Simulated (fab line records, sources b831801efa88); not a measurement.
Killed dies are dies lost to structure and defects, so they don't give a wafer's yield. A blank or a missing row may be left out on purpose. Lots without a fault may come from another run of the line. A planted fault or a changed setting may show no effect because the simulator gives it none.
Which tool did it? | flow sky130 | 15 lots, 45 wafers sampled, at 2 steps of a route of 708

WHAT THE GAUGES READ, wafer by wafer
SKY_METAL4_OVL_MEAS_14.
lot  | measured     | on         | METAL4_OVL (nm)
L146 | day 42 01:40 | overlay-01 | 6 -2 -1
L148 | day 42 23:43 | overlay-02 | -6 -1 -7
L149 | day 43 01:48 | overlay-02 | -2 -2 -5
L150 | day 43 05:41 | overlay-02 | 1 1 8
L151 | day 43 16:20 | overlay-01 | -3 1 -8
L152 | day 43 20:32 | overlay-01 | 6 -1 5
L153 | day 44 05:35 | overlay-01 | 1 4 5
L160 | day 45 23:09 | overlay-01 | 4 -9 -4
L161 | day 46 03:53 | overlay-02 | 6 2 -2
L162 | day 46 06:05 | overlay-02 | 10 8 14
L163 | day 46 09:51 | overlay-02 | -1 -5 3
L164 | day 47 02:36 | overlay-02 | 0 0 -3
L165 | day 47 15:06 | overlay-01 | 2 11 1
L167 | day 47 20:01 | overlay-01 | 11 3 5
L166 | day 48 01:49 | overlay-01 | 1 3 4

SKY_VIA4_THK_MEAS_20: measures by xrf.
lot  | measured     | on            | VIA4_W_THK (nm)
L146 | day 43 03:29 | film_metro-03 | 498 496 506
L148 | day 44 01:23 | film_metro-03 | 482 503 501
L149 | day 44 02:38 | film_metro-03 | 509 490 505
L150 | day 44 06:07 | film_metro-02 | 500 496 497
L151 | day 44 17:13 | film_metro-04 | 501 483 478
L152 | day 44 21:50 | film_metro-03 | 488 492 495
L153 | day 45 05:37 | film_metro-04 | 488 520 487
L160 | day 46 21:47 | film_metro-02 | 485 487 507
L161 | day 47 02:12 | film_metro-02 | 493 497 493
L162 | day 47 05:15 | film_metro-02 | 498 500 488
L163 | day 47 08:17 | film_metro-03 | 501 494 508
L164 | day 48 00:26 | film_metro-02 | 500 488 501
L165 | day 48 12:56 | film_metro-04 | 504 482 487
L167 | day 48 17:25 | film_metro-02 | 488 498 491
L166 | day 48 22:56 | film_metro-03 | 496 498 489

WHICH TOOL RAN EACH LOT (tool, then ch and the chambers of the sampled wafers, then the start)
The record holds no process step before these readings.

WHAT THE TOOLS THEMSELVES READ (means of the sampled wafers that have a number; where no wafer has one, the mark that the record gives instead)
The record holds no such reading with a usual standard deviation.

THE ANSWER, worked out from the rows above alone
Rule: what is usual is taken from the lots themselves. Put in order of their means at a reading, lots are off if they are a third of the lots or fewer, leave a main group of 4 or more, and stand apart from it by a gap of 3 or more times the standard deviation of the main group's means; of several such gaps the widest counts. A main group whose means are all the same, to the digits that the tables above print for the reading, isn't used. A lot without any number at a reading at which 4 lots or more have one is off too. The other lots that the step has rows for count as sound. The gauges are gone through in route order, then the tools' own readings, and for those a lot's mean is taken as printed above. The first step at which some lot is off is used, and at that step the reading that is off furthest; a lot without a number counts as furthest.
No lot is off at any reading shown: from this, nothing can be told.

WHAT THE SIMULATOR HAD PUT IN
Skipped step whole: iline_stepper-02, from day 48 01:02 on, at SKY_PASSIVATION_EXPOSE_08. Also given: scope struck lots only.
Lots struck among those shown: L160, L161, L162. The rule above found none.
